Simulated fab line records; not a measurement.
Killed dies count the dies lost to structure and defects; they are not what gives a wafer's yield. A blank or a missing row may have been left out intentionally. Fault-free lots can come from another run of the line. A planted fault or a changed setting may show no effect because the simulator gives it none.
Shared-tool check -- flow gf180mcu -- 36 wafers sampled across 12 lots

WHY IT WAS OPENED
2 of 12 lots carry a flag on the reading LVPWELL_TW at GF_LVPWELL_TW_MEAS_11. Wafers without a fault read 561, standard deviation 4.1.
Rule: a lot is flagged in two cases, either no wafer of it has a number, or all its wafers with numbers fall more than 4 standard deviations from that mean. The rest of the lots are taken to be sound.

lot,measured,on,"LVPWELL_TW, wafer by wafer",flag
L545,day 4 02:37,film-metro-02,560 558 559,
L546,day 4 08:11,film-metro-02,561 561 561,
L549,day 5 00:23,film-metro-03,563 562 563,
L551,day 5 14:33,film-metro-03,561 562 564,
L552,day 5 18:18,film-metro-03,560 562 564,
L553,day 5 23:17,film-metro-02,559 555 557,
L556,day 6 16:05,film-metro-01,558 562 561,
L557,day 6 22:14,film-metro-03,486 486 487,FLAGGED
L560,day 7 15:05,film-metro-02,482 485 487,FLAGGED
L564,day 8 11:50,film-metro-01,560 559 557,
L565,day 8 17:38,film-metro-03,569 568 568,
L566,day 9 01:17,film-metro-02,558 558 559,
The mean of the flagged lots' numbers is 486, -76 from the usual (-18 standard deviations).

LOT BY LOT: THE TOOL USED
2 process steps preceding the reading are held in the record, out of 602 steps in the route. Every cell lists first the tool, next ch and the chambers used by the sampled wafers, and last the start.
lot,flag,GF_STI_ETCH_13,GF_LVPWELL_IMPLANT_08
L545,,"rie-diel-01 ch 2,3, day 2 07:29","implanter-01 ch 0, day 4 02:16"
L546,,"rie-diel-03 ch 0,1,2, day 2 12:25","implanter-01 ch 0, day 4 07:48"
L549,,"rie-diel-01 ch 0,2,3, day 3 03:22","implanter-04 ch 0, day 5 00:00"
L551,,"rie-diel-02 ch 1,2,3, day 3 16:06","implanter-03 ch 0, day 5 14:11"
L552,,"rie-diel-01 ch 1,2,3, day 3 19:18","implanter-04 ch 0, day 5 17:55"
L553,,"rie-diel-01 ch 0,2,3, day 4 00:08","implanter-03 ch 0, day 5 22:53"
L556,,"rie-diel-02 ch 0,2,3, day 4 15:59","implanter-01 ch 0, day 6 15:41"
L557,FLAGGED,"rie-diel-03 ch 0,1, day 4 19:58","implanter-03 ch 0, day 6 21:50"
L560,FLAGGED,"rie-diel-02 ch 1,2, day 5 12:33","implanter-03 ch 0, day 7 14:42"
L564,,"rie-diel-03 ch 1,3, day 6 08:15","implanter-01 ch 0, day 8 11:26"
L565,,"rie-diel-01 ch 0,2,3, day 6 13:30","implanter-01 ch 0, day 8 17:14"
L566,,"rie-diel-01 ch 1,2,3, day 6 18:41","implanter-04 ch 0, day 9 00:55"
What the steps here do:
- GF_STI_ETCH_13: etches the open film in CHF3/O2, stops on Si, target depth 282.31 nm, time 112.9 s.
- GF_LVPWELL_IMPLANT_08
- GF_LVPWELL_TW_MEAS_11

FLAGGED OVER TOTAL, TOOL BY TOOL (the gauges that took the reading come last)
step,tool,lots run,flagged,share of the flagged lots,sound lots run after its first flagged lot
GF_STI_ETCH_13,rie-diel-01,6,0,none,-
GF_STI_ETCH_13,rie-diel-02,3,1,some,0
GF_STI_ETCH_13,rie-diel-03,3,1,some,1 (L564)
GF_LVPWELL_IMPLANT_08,implanter-01,5,0,none,-
GF_LVPWELL_IMPLANT_08,implanter-03,4,2,all,0
GF_LVPWELL_IMPLANT_08,implanter-04,3,0,none,-
GF_LVPWELL_TW_MEAS_11,film-metro-01,2,0,none,-
GF_LVPWELL_TW_MEAS_11,film-metro-02,5,1,some,1 (L566)
GF_LVPWELL_TW_MEAS_11,film-metro-03,5,1,some,1 (L565)

WHAT IS ALLOWED BY THE TABLE
Rows of the table that ran each flagged lot: 1, that is implanter-03 at GF_LVPWELL_IMPLANT_08.
- implanter-03 at GF_LVPWELL_IMPLANT_08 ran 4 lots, 2 of them flagged. It ran its last sound lot, L553, at day 5 22:53 and its first flagged lot, L557, at day 6 21:50: a fault with its onset between the two fits. Its own readings (dose-ions-cm2, faraday-current-uA) fall more than 4 standard deviations out on all wafers of the flagged lots.
Left over: one tool, implanter-03 at GF_LVPWELL_IMPLANT_08.

WHAT HAD BEEN PUT IN BY THE SIMULATOR
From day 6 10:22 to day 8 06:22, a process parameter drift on implanter-03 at GF_LVPWELL_IMPLANT_08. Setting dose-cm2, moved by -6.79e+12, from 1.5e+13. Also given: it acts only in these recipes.
Struck lots among those shown: L557, L560. The rule above reached the same finding.
